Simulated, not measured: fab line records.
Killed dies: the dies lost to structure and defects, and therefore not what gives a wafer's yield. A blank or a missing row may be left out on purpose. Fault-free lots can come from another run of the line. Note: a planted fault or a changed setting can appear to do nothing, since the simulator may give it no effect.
fab line records -- flow sky130
record: lots: 12, wafers: 36, last-day: 49
route steps=708 shown NWELL@64 VIA2@510 METAL3@534
lots with no fault: from the same line, run without faults
start-h: start of the lot's first displayed wafer, in hours after the record's first day -- wait-h: hours since the lot's step before -- " same as the row above -- L1.1+2: a single row standing in for several wafers -- - no value present, or no start provided -- * or withheld: withheld -- < > ~ a bound
route shown NAME@n: names a module that has steps shown in the file, with the first one's number in the route -- usual: mean/standard deviation of fault-free wafers -- same: alike in all rows -- chamber/n: place in a boat -- sites: each site's reading -- _std_site: standard deviation across them -- _edge_site: mean of outer sites minus mean of inner sites -- radius-mm: for every site, how far away it sits from the centre of the wafer -- mask NAME#n: copy n -- behind: the last tool/chamber to shape the wafer -- hold: why the lot was held/for how many hours/how that ended -- device: the transistor (n, p or np) that didn't switch -- end of line: the route-end tests of the same wafers -- step lacking rows: just its recipe -- killed: count of dies lost to structure and defects at first sort (not the wafer's yield) -- map: per-die view of a wafer (x killed, . not killed, _ where there is no die)
set.NAME: the setting as run; set.NAME@STEP: as run at that earlier step -- model.NAME: the simulator's own value behind a step, which no gauge read
steps of the route over a sample of lots; a table a step, a row a wafer
services: a tool's chamber out of use, with start hour (start-h, from the record's first day; less than 0 if before it), hours out, and reason
== steps ==
step: SKY_NWELL_IMPLANT_11
recipe: species: P, energy-kev: 400, dose-cm2: 1.9e+13, tilt-deg: withheld
usual: beam-on-s: 10.00/0.21, dose-ions-cm2: 1.8997e+13/2.1e+10, faraday-current-uA: 107.2/2.2
lot.wafer,tool,chamber,start-h,wait-h,beam-on-s,dose-ions-cm2,faraday-current-uA
L277.3,implanter-03,0,103.69,0.1,10.22,1.8984e+13,104.7
L277.4,implanter-03,0,103.69,0.1,10.43,1.8976e+13,102.7
L277.5,implanter-03,0,103.69,0.1,10.08,1.8991e+13,106.3
L278.2,implanter-02,0,103.70,0.0,9.90,1.9015e+13,108.6
L278.3,implanter-02,0,103.70,0.0,9.89,1.8997e+13,108.2
L278.5,implanter-02,0,103.70,0.0,10.01,1.9036e+13,107.5
L279.4,implanter-03,0,111.28,0.1,9.62,1.8999e+13,110.7
L279.5,implanter-03,0,111.28,0.1,10.25,1.9003e+13,104.5
L279.6,implanter-03,0,111.28,0.1,9.74,1.8987e+13,110.1
L280.1,implanter-01,0,114.32,0.0,9.93,1.8991e+13,108.4
L280.2,implanter-01,0,114.32,0.0,10.06,1.8966e+13,106.1
L280.6,implanter-01,0,114.32,0.0,10.16,1.8979e+13,105.2
L281.2,implanter-01,0,117.17,0.0,10.16,1.8989e+13,106.0
L281.3,implanter-01,0,117.17,0.0,10.28,1.9002e+13,103.7
L281.4,implanter-01,0,117.17,0.0,9.97,1.8999e+13,108.0
L283.2,implanter-03,0,127.95,0.0,9.82,1.9026e+13,108.5
L283.5,implanter-03,0,127.95,0.0,9.95,1.9034e+13,107.8
L283.6,implanter-03,0,127.95,0.0,10.11,1.8985e+13,106.6
L284.1,implanter-02,0,128.60,0.0,10.18,1.8995e+13,104.9
L284.4,implanter-02,0,128.60,0.0,9.99,1.8981e+13,107.6
L284.6,implanter-02,0,128.60,0.0,10.01,1.8994e+13,107.2
L286.2,implanter-02,0,144.32,0.0,9.96,1.8991e+13,107.7
L286.3,implanter-02,0,144.32,0.0,9.57,1.902e+13,111.1
L286.5,implanter-02,0,144.32,0.0,10.25,1.8996e+13,104.5
L289.1,implanter-03,0,155.25,0.0,10.27,1.8978e+13,103.9
L289.4,implanter-03,0,155.25,0.0,10.36,1.9016e+13,103.8
L289.5,implanter-03,0,155.25,0.0,10.05,1.9034e+13,106.4
L290.2,implanter-01,0,160.18,0.0,9.97,1.8986e+13,107.6
L290.3,implanter-01,0,160.18,0.0,9.76,1.9034e+13,109.5
L290.4,implanter-01,0,160.18,0.0,10.24,1.8997e+13,105.1
L291.1,implanter-01,0,166.19,0.0,10.12,1.5053e+13,83.7
L291.3,implanter-01,0,166.19,0.0,9.97,1.5057e+13,84.9
L291.5,implanter-01,0,166.19,0.0,10.00,1.5049e+13,84.7
L292.3,implanter-01,0,174.34,0.1,10.05,1.5023e+13,85.0
L292.4,implanter-01,0,174.34,0.1,9.68,1.5045e+13,87.9
L292.6,implanter-01,0,174.34,0.1,10.04,1.5024e+13,84.4
step: SKY_NWELL_TW_MEAS_15
usual: NWELL_TW: 1816/17
lot.wafer,tool,chamber,start-h,wait-h,NWELL_TW
L277.3,film-metro-04,-,104.21,0.1,1821
L277.4,film-metro-04,-,104.21,0.1,1833
L277.5,film-metro-04,-,104.21,0.1,1823
L278.2,film-metro-03,-,104.23,0.1,1843
L278.3,film-metro-03,-,104.23,0.1,1845
L278.5,film-metro-03,-,104.23,0.1,1851
L279.4,film-metro-03,-,111.78,0.1,1846
L279.5,film-metro-03,-,111.78,0.1,1841
L279.6,film-metro-03,-,111.78,0.1,1834
L280.1,film-metro-03,-,114.87,0.1,1831
L280.2,film-metro-03,-,114.87,0.1,1842
L280.6,film-metro-03,-,114.87,0.1,1845
L281.2,film-metro-02,-,117.70,0.1,1821
L281.3,film-metro-02,-,117.70,0.1,1811
L281.4,film-metro-02,-,117.70,0.1,1808
L283.2,film-metro-02,-,128.48,0.1,1788
L283.5,film-metro-02,-,128.48,0.1,1780
L283.6,film-metro-02,-,128.48,0.1,1795
L284.1,film-metro-02,-,129.15,0.1,1786
L284.4,film-metro-02,-,129.15,0.1,1798
L284.6,film-metro-02,-,129.15,0.1,1796
L286.2,film-metro-03,-,144.85,0.1,1824
L286.3,film-metro-03,-,144.85,0.1,1825
L286.5,film-metro-03,-,144.85,0.1,1830
L289.1,film-metro-03,-,155.80,0.1,1825
L289.4,film-metro-03,-,155.80,0.1,1827
L289.5,film-metro-03,-,155.80,0.1,1827
L290.2,film-metro-02,-,160.71,0.1,1803
L290.3,film-metro-02,-,160.71,0.1,1811
L290.4,film-metro-02,-,160.71,0.1,1810
L291.1,film-metro-02,-,166.74,0.1,1688
L291.3,film-metro-02,-,166.74,0.1,1688
L291.5,film-metro-02,-,166.74,0.1,1684
L292.3,film-metro-02,-,174.86,0.1,1673
L292.4,film-metro-02,-,174.86,0.1,1681
L292.6,film-metro-02,-,174.86,0.1,1671
step: SKY_NWELL_RS_MEAS_29
recipe: thk-meas-gauge: four-point-probe
usual: NWELL_RS: 625.6/1.9
lot.wafer,tool,chamber,start-h,wait-h,NWELL_RS[ohm/sq]
L277.3,film-metro-02,-,122.85,0.1,626.1
L277.4,film-metro-02,-,122.85,0.1,623.5
L277.5,film-metro-02,-,122.85,0.1,623.8
L278.2,film-metro-04,-,122.97,0.1,625.7
L278.3,film-metro-04,-,122.97,0.1,623.8
L278.5,film-metro-04,-,122.97,0.1,623.0
L279.4,film-metro-03,-,131.17,0.1,622.0
L279.5,film-metro-03,-,131.17,0.1,623.3
L279.6,film-metro-03,-,131.17,0.1,622.0
L280.1,film-metro-04,-,134.65,0.1,625.2
L280.2,film-metro-04,-,134.65,0.1,625.0
L280.6,film-metro-04,-,134.65,0.1,624.1
L281.2,film-metro-02,-,137.12,0.1,623.7
L281.3,film-metro-02,-,137.12,0.1,623.7
L281.4,film-metro-02,-,137.12,0.1,620.7
L283.2,film-metro-03,-,147.87,0.1,627.7
L283.5,film-metro-03,-,147.87,0.1,627.0
L283.6,film-metro-03,-,147.87,0.1,627.0
L284.1,film-metro-02,-,148.68,0.1,624.8
L284.4,film-metro-02,-,148.68,0.1,623.8
L284.6,film-metro-02,-,148.68,0.1,622.9
L286.2,film-metro-04,-,165.29,0.1,627.3
L286.3,film-metro-04,-,165.29,0.1,627.7
L286.5,film-metro-04,-,165.29,0.1,625.7
L289.1,film-metro-03,-,175.90,0.1,626.4
L289.4,film-metro-03,-,175.90,0.1,623.8
L289.5,film-metro-03,-,175.90,0.1,627.1
L290.2,film-metro-03,-,181.42,0.1,625.4
L290.3,film-metro-03,-,181.42,0.1,624.3
L290.4,film-metro-03,-,181.42,0.1,624.8
L291.1,film-metro-02,-,187.70,0.1,704.2
L291.3,film-metro-02,-,187.70,0.1,704.3
L291.5,film-metro-02,-,187.70,0.1,704.9
L292.3,film-metro-04,-,196.12,0.1,710.0
L292.4,film-metro-04,-,196.12,0.1,710.6
L292.6,film-metro-04,-,196.12,0.1,710.7
step: SKY_VIA2_BOW_MEAS_03
recipe: mode: bow
usual: VIA2_BOW: 87/7.1
lot.wafer,tool,chamber,start-h,wait-h,VIA2_BOW[um]
L277.3,film-metro-04,-,839.48,0.1,91
L277.4,film-metro-04,-,839.48,0.1,92
L277.5,film-metro-04,-,839.48,0.1,96
L278.2,film-metro-04,-,848.03,0.1,83
L278.3,film-metro-04,-,848.03,0.1,80
L278.5,film-metro-04,-,848.03,0.1,99
L279.4,film-metro-01,-,859.37,0.3,83
L279.5,film-metro-01,-,859.37,0.3,72
L279.6,film-metro-01,-,859.37,0.3,89
L280.1,film-metro-04,-,859.93,0.2,91
L280.2,film-metro-04,-,859.93,0.2,88
L280.6,film-metro-04,-,859.93,0.2,97
L281.2,film-metro-01,-,864.99,0.1,87
L281.3,film-metro-01,-,864.99,0.1,84
L281.4,film-metro-01,-,864.99,0.1,89
L283.2,film-metro-04,-,878.59,0.3,86
L283.5,film-metro-04,-,878.59,0.3,97
L283.6,film-metro-04,-,878.59,0.3,85
L284.1,film-metro-01,-,881.90,0.1,87
L284.4,film-metro-01,-,881.90,0.1,94
L284.6,film-metro-01,-,881.90,0.1,87
L286.2,film-metro-03,-,899.26,0.1,80
L286.3,film-metro-03,-,899.26,0.1,82
L286.5,film-metro-03,-,899.26,0.1,82
L289.1,film-metro-03,-,912.25,0.1,87
L289.4,film-metro-03,-,912.25,0.1,91
L289.5,film-metro-03,-,912.25,0.1,90
L291.1,film-metro-03,-,929.05,0.1,83
L291.3,film-metro-03,-,929.05,0.1,94
L291.5,film-metro-03,-,929.05,0.1,88
L290.2,film-metro-04,-,930.40,0.2,92
L290.3,film-metro-04,-,930.40,0.2,81
L290.4,film-metro-04,-,930.40,0.2,91
L292.3,film-metro-03,-,937.36,0.2,82
L292.4,film-metro-03,-,937.36,0.2,75
L292.6,film-metro-03,-,937.36,0.2,83
step: SKY_METAL3_SPUTTER_02
recipe: material: AlCu, target-thk-nm: 735, power-w: 10600, time-s: 39.1, chamber-pressure-pa: 0.4
usual: throttle-valve-pct: 30.2/0.64
lot.wafer,tool,chamber,start-h,wait-h,throttle-valve-pct
L277.3,pvd-sputter-04,-,867.41,0.0,29.7
L277.4,pvd-sputter-04,-,867.41,0.0,30.3
L277.5,pvd-sputter-04,-,867.41,0.0,29.9
L278.2,pvd-sputter-01,-,876.73,0.0,29.2
L278.3,pvd-sputter-01,-,876.73,0.0,30.9
L278.5,pvd-sputter-01,-,876.73,0.0,29.2
L280.1,pvd-sputter-01,-,888.22,0.0,29.2
L280.2,pvd-sputter-01,-,888.22,0.0,30.8
L280.6,pvd-sputter-01,-,888.22,0.0,30.2
L279.4,pvd-sputter-03,-,890.72,0.0,30.3
L279.5,pvd-sputter-03,-,890.72,0.0,28.7
L279.6,pvd-sputter-03,-,890.72,0.0,30.8
L281.2,pvd-sputter-04,-,892.60,0.0,30.6
L281.3,pvd-sputter-04,-,892.60,0.0,30.3
L281.4,pvd-sputter-04,-,892.60,0.0,29.6
L283.2,pvd-sputter-04,-,905.51,0.0,30.1
L283.5,pvd-sputter-04,-,905.51,0.0,30.3
L283.6,pvd-sputter-04,-,905.51,0.0,30.9
L284.1,pvd-sputter-01,-,909.24,0.0,30.0
L284.4,pvd-sputter-01,-,909.24,0.0,30.8
L284.6,pvd-sputter-01,-,909.24,0.0,30.5
L286.2,pvd-sputter-03,-,925.24,0.0,30.4
L286.3,pvd-sputter-03,-,925.24,0.0,31.0
L286.5,pvd-sputter-03,-,925.24,0.0,28.7
L289.1,pvd-sputter-04,-,938.48,0.0,29.7
L289.4,pvd-sputter-04,-,938.48,0.0,30.4
L289.5,pvd-sputter-04,-,938.48,0.0,30.6
L291.1,pvd-sputter-03,-,954.98,0.0,30.5
L291.3,pvd-sputter-03,-,954.98,0.0,30.8
L291.5,pvd-sputter-03,-,954.98,0.0,30.5
L290.2,pvd-sputter-01,-,956.04,0.0,30.6
L290.3,pvd-sputter-01,-,956.04,0.0,29.3
L290.4,pvd-sputter-01,-,956.04,0.0,30.1
L292.3,pvd-sputter-01,-,963.25,0.0,30.4
L292.4,pvd-sputter-01,-,963.25,0.0,30.0
L292.6,pvd-sputter-01,-,963.25,0.0,30.6
step: SKY_METAL3_SPUTTER_04
recipe: material: TiN, target-thk-nm: 70, power-w: 6500, time-s: 58.3, chamber-pressure-pa: 0.4
usual: throttle-valve-pct: 30.2/0.63
lot.wafer,tool,chamber,start-h,wait-h,throttle-valve-pct
L277.3,pvd-sputter-04,-,867.47,0.0,29.7
L277.4,pvd-sputter-04,-,867.47,0.0,30.1
L277.5,pvd-sputter-04,-,867.47,0.0,29.9
L278.2,pvd-sputter-01,-,876.78,0.0,29.6
L278.3,pvd-sputter-01,-,876.78,0.0,30.8
L278.5,pvd-sputter-01,-,876.78,0.0,29.5
L280.1,pvd-sputter-01,-,888.28,0.0,29.4
L280.2,pvd-sputter-01,-,888.28,0.0,30.7
L280.6,pvd-sputter-01,-,888.28,0.0,30.3
L279.4,pvd-sputter-03,-,890.77,0.0,30.5
L279.5,pvd-sputter-03,-,890.77,0.0,28.4
L279.6,pvd-sputter-03,-,890.77,0.0,30.6
L281.2,pvd-sputter-04,-,892.66,0.0,30.7
L281.3,pvd-sputter-04,-,892.66,0.0,30.3
L281.4,pvd-sputter-04,-,892.66,0.0,30.0
L283.2,pvd-sputter-04,-,905.57,0.0,30.2
L283.5,pvd-sputter-04,-,905.57,0.0,30.2
L283.6,pvd-sputter-04,-,905.57,0.0,30.4
L284.1,pvd-sputter-01,-,909.30,0.0,30.3
L284.4,pvd-sputter-01,-,909.30,0.0,30.9
L284.6,pvd-sputter-01,-,909.30,0.0,30.8
L286.2,pvd-sputter-03,-,925.30,0.0,30.4
L286.3,pvd-sputter-03,-,925.30,0.0,30.8
L286.5,pvd-sputter-03,-,925.30,0.0,28.6
L289.1,pvd-sputter-04,-,938.53,0.0,29.7
L289.4,pvd-sputter-04,-,938.53,0.0,30.6
L289.5,pvd-sputter-04,-,938.53,0.0,30.4
L291.1,pvd-sputter-03,-,955.03,0.0,30.3
L291.3,pvd-sputter-03,-,955.03,0.0,30.6
L291.5,pvd-sputter-03,-,955.03,0.0,30.2
L290.2,pvd-sputter-01,-,956.10,0.0,30.6
L290.3,pvd-sputter-01,-,956.10,0.0,29.2
L290.4,pvd-sputter-01,-,956.10,0.0,29.9
L292.3,pvd-sputter-01,-,963.30,0.0,30.7
L292.4,pvd-sputter-01,-,963.30,0.0,30.2
L292.6,pvd-sputter-01,-,963.30,0.0,30.6
== services ==
tool,chamber,start-h,hours,kind
pvd-sputter-01,-,137.41,2.4,repair
pvd-sputter-03,-,156.38,4.4,repair
pvd-sputter-04,-,334.65,2.4,repair
pvd-sputter-01,-,421.74,2.8,repair
pvd-sputter-01,-,442.04,12.5,repair
pvd-sputter-01,-,470.94,7.4,repair
pvd-sputter-03,-,494.22,1.5,repair
pvd-sputter-04,-,556.09,1.2,repair
pvd-sputter-04,-,556.39,18.2,repair
pvd-sputter-04,-,615.24,2.6,repair
pvd-sputter-01,-,660.84,6.3,repair
pvd-sputter-01,-,671.98,3.2,repair
pvd-sputter-01,-,702.99,6.2,repair
pvd-sputter-01,-,738.66,0.6,repair
pvd-sputter-04,-,739.58,1.5,repair
pvd-sputter-04,-,807.20,3.0,repair
pvd-sputter-04,-,824.55,9.4,repair
pvd-sputter-01,-,831.23,8.0,repair
pvd-sputter-01,-,848.44,4.2,repair
pvd-sputter-01,-,852.78,1.3,repair
pvd-sputter-04,-,925.62,4.7,repair
pvd-sputter-01,-,948.52,2.6,repair
pvd-sputter-04,-,954.48,9.7,repair
pvd-sputter-01,-,959.56,3.6,repair
== key ==
first-sign: step: SKY_NWELL_IMPLANT_11, reading: dose-ions-cm2, direction: down, sigmas: 99+, usual: *, struck: *
effect: step: SKY_NWELL_IMPLANT_11, reading: faraday-current-uA, direction: down, sigmas: 10, usual: 107.2, struck: 85.1
effect: step: SKY_NWELL_TW_MEAS_15, reading: NWELL_TW, direction: down, sigmas: 7.8, usual: 1816, struck: 1681
effect: step: SKY_NWELL_RS_MEAS_29, reading: NWELL_RS, direction: up, sigmas: 43, usual: 625.6, struck: 707.5
met-at SKY_NWELL_IMPLANT_11
struck-lots L291,L292
tester-left-out L291,L292
not-acting-at SKY_VIA2_BOW_MEAS_03,SKY_METAL3_SPUTTER_02,SKY_METAL3_SPUTTER_04
onset-between 160.18 166.19
fault: kind: process-parameter-drift, tool: implanter-01, chamber: -, onset-h: 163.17, steps: SKY_NWELL_IMPLANT_11, channel: dose-cm2, offset: *, shape: step, end-h: 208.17, acts-in: *, stated: *
tester-left-out: of these lots the tester's yield and bins aren't shown, on N5 and GAA mostly nor the transistor test; their killed dies are dies lost to structure and defects alone, not to doping, threshold or leakage, so they don't give the yield
